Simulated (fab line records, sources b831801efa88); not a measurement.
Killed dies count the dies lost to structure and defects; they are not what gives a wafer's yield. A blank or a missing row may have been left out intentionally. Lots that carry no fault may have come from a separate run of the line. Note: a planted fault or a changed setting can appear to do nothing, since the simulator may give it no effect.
fab line records | flow sfq_line
record lots=14 | wafers=41 | last_day=82
route steps=325 shown I3@134
lots that met no fault: taken from a fault-free run of the same line
start_h: the number of hours between the record's first day and the start of the first shown wafer of the lot | wait_h: hours elapsed since this lot's preceding step | " unchanged from the row above | L1.1+2: several wafers, shown together as one row | - no value present, or no start provided | * or withheld: withheld | < > ~ a bound
route shown NAME@n: a module of which the file shows steps, and the number in the route of the first | usual: mean/standard deviation of fault-free wafers | same: alike in all rows | chamber/n: place in a boat | sites: readings site by site | _std_site: the standard deviation of these | _edge_site: mean of outer sites minus mean of inner sites | radius_mm: for every site, how far away it sits from the centre of the wafer | mask NAME#n: copy n | behind: the tool/chamber that last shaped the wafer | hold: what put the lot on hold/how long, in hours/how the hold closed | device: which transistor (n, p or np) failed to switch | end of line: tests run on the same wafers once the route is complete | where a step has no rows: the recipe by itself | killed: count of dies lost to structure and defects at first sort (not the wafer's yield) | map: shows each die of a wafer: x if killed, . if not, _ if none is there
set.NAME: the run value of the setting; set.NAME@STEP: its run value at that earlier step | model.NAME: the simulator's own value behind a step, which no gauge read
one table for each step of the route and one row for each wafer, over a sample of lots
services: from which hour (start_h, from the record's first day; less than 0 if before it) a tool's chamber was out of use, for how many hours, and why
## steps
# step SFQ_TRILAYER_I3_CMP_CMP_082
# recipe material=SiO2 | down_force_psi=3 | platen_rpm=60 | pad_velocity_m_s=0.94248
# usual motor_current_A=10.6/1 | platen_rpm=60.00/0.043 | time_to_endpoint_s=215/5.9
lot.wafer | tool   | chamber | start_h | wait_h | motor_current_A | platen_rpm | time_to_endpoint_s
L966.2    | cmp-01 | 2       | 835.28  | 7.1    | 10.3            | 59.98      | 207
L966.1    | "      | 0       | 836.28  | 8.1    | 10.8            | 59.96      | 213
L966.5    | "      | 2       | 837.28  | 9.1    | 10.0            | 60.00      | 211
L967.3    | cmp-02 | 1       | 842.62  | 9.7    | 10.9            | 60.01      | 206
L967.2    | "      | 2       | "       | "      | 9.3             | 60.03      | 204
L967.1    | "      | 3       | "       | "      | 9.5             | 59.89      | 202
L969.4    | cmp-02 | 1       | 854.62  | 12.0   | 10.8            | 59.99      | 222
L969.3    | "      | 2       | "       | "      | 10.0            | 59.96      | 216
L969.6    | "      | 0       | 856.12  | 13.5   | 9.6             | 59.98      | 225
L974.4    | cmp-01 | 2       | 883.28  | 16.5   | 10.0            | 59.97      | 213
L974.3    | "      | 0       | 884.28  | 17.5   | 11.2            | 60.06      | 221
L977.2    | cmp-01 | 0       | 891.78  | 18.0   | 12.2            | 59.98      | 211
L977.6    | "      | 0       | 893.78  | 20.0   | 11.4            | 59.95      | 216
L977.5    | "      | 1       | "       | "      | 11.6            | 59.98      | 206
L980.2    | cmp-02 | 2       | 1080.16 | 0.5    | 8.8             | 59.97      | 226
L980.4    | "      | 3       | "       | "      | 9.6             | 60.04      | 228
L980.5    | "      | 1       | 1081.66 | 2.0    | 10.9            | 59.96      | 225
L981.2    | cmp-01 | 0       | 1088.34 | 1.5    | 11.2            | 59.96      | 207
L981.5    | "      | 1       | "       | "      | 11.7            | 59.96      | 215
L981.6    | "      | 2       | "       | "      | 10.0            | 60.01      | 214
L983.3    | cmp-01 | 3       | 1157.19 | 6.8    | 10.9            | 59.96      | 221
L983.5    | "      | 0       | "       | "      | 11.3            | 60.06      | 225
L983.6    | "      | 1       | "       | "      | 12.6            | 59.94      | 221
L984.2    | cmp-01 | 3       | 1159.19 | 5.2    | 11.9            | 60.04      | 212
L984.3    | "      | 0       | "       | "      | 11.3            | 59.98      | 211
L984.1    | "      | 1       | "       | "      | 12.6            | 60.03      | 204
L985.1    | cmp-01 | 2       | 1174.23 | 1.4    | 9.5             | 60.00      | 209
L985.6    | "      | 1       | 1175.84 | 3.0    | 11.8            | 60.00      | 217
L985.5    | "      | 2       | "       | "      | 9.2             | 59.97      | 214
L986.3    | cmp-02 | 1       | 1182.68 | 5.9    | 11.2            | 60.02      | 210
L986.1    | "      | 2       | "       | "      | 9.0             | 60.01      | 216
L986.5    | "      | 0       | 1184.18 | 7.3    | 9.6             | 59.94      | 220
L987.2    | cmp-01 | 0       | 1183.15 | 5.1    | 11.4            | 59.97      | 207
L987.1    | "      | 1       | "       | "      | 12.3            | 60.06      | 211
L987.5    | "      | 0       | 1185.15 | 7.1    | 11.5            | 59.98      | 215
L989.3    | cmp-01 | 2       | 1186.15 | 4.5    | 9.8             | 59.99      | 216
L989.2    | "      | 0       | 1187.15 | 5.5    | 11.3            | 59.98      | 213
L989.4    | "      | 1       | "       | "      | 11.9            | 60.02      | 223
L988.4    | cmp-02 | 2       | 1186.18 | 6.2    | 9.2             | 60.00      | 222
L988.2    | "      | 3       | "       | "      | 8.9             | 59.95      | 217
L988.6    | "      | 1       | 1187.68 | 7.7    | 10.3            | 60.01      | 219
# step SFQ_I3_BOW_MEAS_922
# recipe mode=bow
# usual I3_BOW=4/9
lot.wafer | tool          | chamber | start_h | wait_h | I3_BOW[um]
L966.1    | film_metro-03 | -       | 837.78  | 1.0    | 7
L966.2    | "             | -       | "       | "      | 4
L966.5    | "             | -       | "       | "      | 2
L967.1    | film_metro-03 | -       | 845.12  | 1.0    | 2
L967.2    | "             | -       | "       | "      | -1
L967.3    | "             | -       | "       | "      | -3
L969.3    | film_metro-03 | -       | 857.16  | 1.5    | 8
L969.4    | "             | -       | "       | "      | 0
L969.6    | "             | -       | "       | "      | 7
L974.3    | film_metro-03 | -       | 885.82  | 1.0    | 5
L974.4    | "             | -       | "       | "      | 14
L974.3    | film_metro-03 | -       | 887.14  | 1.3    | -
L974.4    | "             | -       | "       | "      | -
L977.2    | film_metro-04 | -       | 894.80  | 2.5    | -9
L977.5    | "             | -       | "       | "      | -1
L977.6    | "             | -       | "       | "      | 13
L977.2    | film_metro-04 | -       | 896.12  | 1.3    | -
L977.5    | "             | -       | "       | "      | -
L977.6    | "             | -       | "       | "      | -
L980.2    | film_metro-03 | -       | 1082.68 | 2.0    | 4
L980.4    | "             | -       | "       | "      | 1
L980.5    | "             | -       | "       | "      | -5
L981.2    | film_metro-01 | -       | 1089.86 | 1.0    | 2
L981.5    | "             | -       | "       | "      | 0
L981.6    | "             | -       | "       | "      | 3
L983.3    | film_metro-03 | -       | 1158.73 | 1.0    | 26
L983.5    | "             | -       | "       | "      | 19
L983.6    | "             | -       | "       | "      | 27
L984.1    | film_metro-03 | -       | 1161.69 | 1.0    | -7
L984.2    | "             | -       | "       | "      | 1
L984.3    | "             | -       | "       | "      | -9
L985.1    | film_metro-03 | -       | 1176.92 | 2.2    | 7
L985.5    | "             | -       | "       | "      | 5
L985.6    | "             | -       | "       | "      | 10
L986.1    | film_metro-01 | -       | 1185.18 | 1.5    | -11
L986.3    | "             | -       | "       | "      | -10
L986.5    | "             | -       | "       | "      | 2
L987.1    | film_metro-04 | -       | 1186.15 | 2.0    | 6
L987.2    | "             | -       | "       | "      | 16
L987.5    | "             | -       | "       | "      | 5
L988.2    | film_metro-03 | -       | 1188.20 | 1.0    | 6
L988.4    | "             | -       | "       | "      | 0
L988.6    | "             | -       | "       | "      | 6
L989.2    | film_metro-01 | -       | 1189.17 | 1.5    | 10
L989.3    | "             | -       | "       | "      | 1
L989.4    | "             | -       | "       | "      | -6
# step SFQ_TRILAYER_I3_METRO_MEASURE_083
# usual thk_nm=200.2/1.1
lot.wafer | tool          | chamber | start_h | wait_h | thk_nm
L966.1    | film_metro-03 | -       | 837.90  | 0.1    | 199.7
L966.2    | "             | -       | "       | "      | 199.9
L966.5    | "             | -       | "       | "      | 200.2
L967.1    | film_metro-03 | -       | 845.24  | 0.1    | 197.9
L967.2    | "             | -       | "       | "      | 197.5
L967.3    | "             | -       | "       | "      | 198.9
L969.3    | film_metro-03 | -       | 857.64  | 0.5    | 200.6
L969.4    | "             | -       | "       | "      | 199.8
L969.6    | "             | -       | "       | "      | 201.0
L974.3    | film_metro-03 | -       | 889.18  | 2.0    | 201.2
L974.4    | "             | -       | "       | "      | 220.5
L974.3    | film_metro-03 | -       | 890.55  | 1.2    | 201.2
L974.4    | "             | -       | "       | "      | 220.8
L977.2    | film_metro-04 | -       | 897.84  | 1.7    | 201.4
L977.5    | "             | -       | "       | "      | 220.9
L977.6    | "             | -       | "       | "      | 201.5
L977.2    | film_metro-04 | -       | 899.30  | 1.3    | 201.4
L977.5    | "             | -       | "       | "      | 220.9
L977.6    | "             | -       | "       | "      | 201.6
L980.2    | film_metro-03 | -       | 1082.98 | 0.3    | 199.8
L980.4    | "             | -       | "       | "      | 199.0
L980.5    | "             | -       | "       | "      | 199.9
L981.2    | film_metro-01 | -       | 1090.16 | 0.3    | 200.7
L981.5    | "             | -       | "       | "      | 201.3
L981.6    | "             | -       | "       | "      | 201.2
L983.3    | film_metro-03 | -       | 1159.21 | 0.5    | 200.4
L983.5    | "             | -       | "       | "      | 200.0
L983.6    | "             | -       | "       | "      | 199.6
L984.1    | film_metro-03 | -       | 1161.81 | 0.1    | 201.1
L984.2    | "             | -       | "       | "      | 200.1
L984.3    | "             | -       | "       | "      | 200.2
L985.1    | film_metro-03 | -       | 1177.04 | 0.1    | 200.8
L985.5    | "             | -       | "       | "      | 201.4
L985.6    | "             | -       | "       | "      | 200.4
L986.1    | film_metro-01 | -       | 1185.30 | 0.1    | 198.4
L986.3    | "             | -       | "       | "      | 199.6
L986.5    | "             | -       | "       | "      | 198.7
L987.1    | film_metro-04 | -       | 1186.27 | 0.1    | 200.3
L987.2    | "             | -       | "       | "      | 199.9
L987.5    | "             | -       | "       | "      | 199.5
L988.2    | film_metro-03 | -       | 1188.50 | 0.3    | 200.2
L988.4    | "             | -       | "       | "      | 199.5
L988.6    | "             | -       | "       | "      | 201.0
L989.2    | film_metro-01 | -       | 1189.47 | 0.3    | 200.8
L989.3    | "             | -       | "       | "      | 199.4
L989.4    | "             | -       | "       | "      | 200.2
# step SFQ_TRILAYER_I3_VIA_ETCH_VIA_ETCH_088
# recipe target=SiO2 | stop_on=Nb | mask_material=PR | taper_deg=20 | chemistry=CHF3 | target_depth_nm=260 | source_w=500 | bias_w=80 | pressure_mtorr=30 | time_s=withheld
# usual drypump_motor_current_A=5.8/0.62 | oes_product_au=0.855/0.0052
lot.wafer | tool        | chamber | start_h | wait_h | drypump_motor_current_A | oes_product_au
L966.1    | rie_diel-03 | 1       | 841.43  | 0.0    | 6.5                     | 0.847
L966.2    | "           | 0       | "       | "      | 5.1                     | 0.850
L966.5    | "           | 2       | "       | "      | 6.5                     | 0.859
L967.1    | rie_diel-04 | 1       | 851.10  | 0.0    | 6.3                     | 0.846
L967.2    | "           | 0       | "       | "      | 5.5                     | 0.848
L967.3    | "           | 2       | "       | "      | 5.7                     | 0.849
L969.3    | rie_diel-03 | 3       | 863.04  | 0.0    | 5.3                     | 0.856
L969.4    | "           | 0       | "       | "      | 5.1                     | 0.856
L969.6    | "           | 2       | "       | "      | 6.5                     | 0.859
L974.3    | rie_diel-03 | 1       | 997.18  | 0.0    | 6.5                     | 0.859
L974.4    | "           | 3       | "       | "      | 5.3                     | 0.899
L977.2    | rie_diel-03 | 0       | 1001.90 | 0.0    | 5.1                     | 0.863
L977.5    | "           | 3       | "       | "      | 5.2                     | 0.904
L977.6    | "           | 0       | "       | "      | 5.1                     | 0.856
L980.2    | rie_diel-03 | 1       | 1214.49 | 0.0    | 6.5                     | 0.860
L980.4    | "           | 0       | "       | "      | 5.1                     | 0.854
L980.5    | "           | 2       | "       | "      | 6.5                     | 0.857
L981.2    | rie_diel-02 | 1       | 1220.49 | 0.0    | 4.8                     | 0.855
L981.5    | "           | 0       | "       | "      | 6.4                     | 0.858
L981.6    | "           | 1       | "       | "      | 4.8                     | 0.859
L983.3    | rie_diel-04 | 0       | 1286.25 | 0.0    | 5.6                     | 0.860
L983.5    | "           | 3       | "       | "      | 6.3                     | 0.849
L983.6    | "           | 2       | "       | "      | 5.7                     | 0.848
L984.1    | rie_diel-02 | 2       | 1291.05 | 0.0    | 5.6                     | 0.858
L984.2    | "           | 3       | "       | "      | 5.8                     | 0.851
L984.3    | "           | 0       | "       | "      | 6.4                     | 0.857
L985.1    | rie_diel-03 | 3       | 1311.45 | 0.0    | 5.2                     | 0.869
L985.5    | "           | 3       | "       | "      | 5.2                     | 0.857
L985.6    | "           | 0       | "       | "      | 5.1                     | 0.852
L986.1    | rie_diel-03 | 0       | 1322.25 | 0.0    | 5.1                     | 0.849
L986.3    | "           | 2       | "       | "      | 6.5                     | 0.851
L986.5    | "           | 3       | "       | "      | 5.2                     | 0.849
L987.1    | rie_diel-02 | 1       | 1323.45 | 0.0    | 4.8                     | 0.855
L987.2    | "           | 0       | "       | "      | 6.4                     | 0.854
L987.5    | "           | 2       | "       | "      | 5.6                     | 0.860
L988.2    | rie_diel-04 | 2       | 1324.65 | 0.0    | 5.6                     | 0.865
L988.4    | "           | 3       | "       | "      | 6.2                     | 0.854
L988.6    | "           | 3       | "       | "      | 6.3                     | 0.861
L989.2    | rie_diel-03 | 3       | 1327.05 | 0.0    | 5.2                     | 0.864
L989.3    | "           | 0       | "       | "      | 5.0                     | 0.850
L989.4    | "           | 1       | "       | "      | 6.5                     | 0.851
## services
tool          | chamber | start_h | hours | kind
cmp-01        | -       | 833.06  | 0.6   | repair
film_metro-03 | -       | 846.44  | 0.4   | pm
film_metro-03 | -       | 870.34  | 2.6   | pm
film_metro-03 | -       | 881.10  | 3.8   | pm
cmp-01        | -       | 910.18  | 1.0   | repair
film_metro-03 | -       | 924.97  | 2.1   | pm
cmp-01        | -       | 964.94  | 1.3   | repair
film_metro-03 | -       | 970.07  | 7.2   | pm
cmp-01        | -       | 982.24  | 4.2   | pm
cmp-01        | -       | 989.35  | 14.4  | repair
cmp-01        | -       | 992.38  | 3.0   | repair
cmp-01        | -       | 1036.48 | 2.3   | repair
cmp-01        | -       | 1041.32 | 1.5   | repair
cmp-01        | -       | 1046.38 | 2.7   | repair
film_metro-03 | -       | 1049.96 | 0.4   | pm
film_metro-03 | -       | 1069.03 | 12.6  | repair
cmp-01        | -       | 1075.88 | 0.9   | repair
cmp-01        | -       | 1078.70 | 1.4   | repair
film_metro-03 | -       | 1090.50 | 1.0   | pm
cmp-01        | -       | 1098.84 | 4.0   | pm
film_metro-03 | -       | 1115.34 | 1.5   | pm
cmp-01        | -       | 1269.62 | 2.7   | repair
film_metro-03 | -       | 1294.96 | 0.9   | pm
cmp-01        | -       | 1317.78 | 5.6   | pm
## key
first_sign step=SFQ_I3_BOW_MEAS_922 | reading=visit | direction=added
effect step=SFQ_TRILAYER_I3_METRO_MEASURE_083 | reading=visit | direction=added
effect step=SFQ_TRILAYER_I3_METRO_MEASURE_083 | reading=thk_nm | direction=up | sigmas=19 | usual=200.2 | struck=220.7
effect step=SFQ_TRILAYER_I3_VIA_ETCH_VIA_ETCH_088 | reading=oes_product_au | direction=up | sigmas=8.9 | usual=0.855 | struck=0.901
met_at SFQ_TRILAYER_I3_CMP_CMP_082
struck_lots L974,L977
struck_wafers L974.4,L977.5
onset_between 835.28 883.28
fault kind=process_parameter_drift | tool=cmp-01 | chamber=- | onset_h=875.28 | steps=SFQ_TRILAYER_I3_CMP_CMP_082 | channel=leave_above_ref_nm | offset=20 | shape=step | end_h=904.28 | scope=struck_wafers_only | acts_in=these_recipes_only | stated=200
